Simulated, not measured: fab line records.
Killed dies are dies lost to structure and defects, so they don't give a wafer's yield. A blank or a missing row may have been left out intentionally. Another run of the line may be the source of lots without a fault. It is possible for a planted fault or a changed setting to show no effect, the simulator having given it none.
Matching of chambers | flow sky130 | SKY_CONTACT_ETCH_17 on rie-diel-02: 4 sister chambers
The step etches SiO2 in C4F8/O2/Ar, stops on Si3N4, target depth 340 nm. 4 wafers are shown with their chamber, then 9 later ones without.

WAFERS, EACH WITH ITS CHAMBER
wafer  | chamber | oes-product-au (a.u.)
L088.1 | 0       | 0.894
L095.1 | 3       | 0.887
L095.2 | 1       | 0.891
L095.3 | 2       | 0.876

WAFERS MISSING THEIR CHAMBER
wafer  | oes-product-au (a.u.)
L095.4 | 0.902
L095.5 | 0.894
L095.6 | 0.889
L096.1 | 0.890
L096.2 | 0.894
L096.3 | 0.896
L096.4 | 0.887
L096.5 | 0.891
L096.6 | 0.890

WHICH CHAMBER EACH ONE RAN IN
wafer  | from the rows above          | in truth
L095.4 | can't be placed: 0 or 1      | 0
L095.5 | can't be placed: 0 or 1      | 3
L095.6 | can't be placed: 1 or 3 or 0 | 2
L096.1 | can't be placed: 1 or 3 or 0 | 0
L096.2 | can't be placed: 0 or 1      | 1
L096.3 | can't be placed: 0 or 1      | 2
L096.4 | can't be placed: 3 or 1      | 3
L096.5 | can't be placed: 1 or 0 or 3 | 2
L096.6 | can't be placed: 1 or 3 or 0 | 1
Correctly placed: 0 of 9. These rows do not allow placing 9 (true chamber among the candidates in 5). Number placed wrongly: 0.
How it was worked out, from the rows above alone: a wafer's distance from a chamber is the root of the sum, over the readings, of the square of ((its reading less the chamber's mean) divided by the reading's scatter). The wafer belongs to the nearest chamber; if the next one is less than 2 further off, it can't be placed. Each chamber's mean is taken over the wafers shown for it. The scatter (one wafer shown for each chamber): square how far every hidden wafer sits from the nearest shown wafer, average those squares and take the square root.
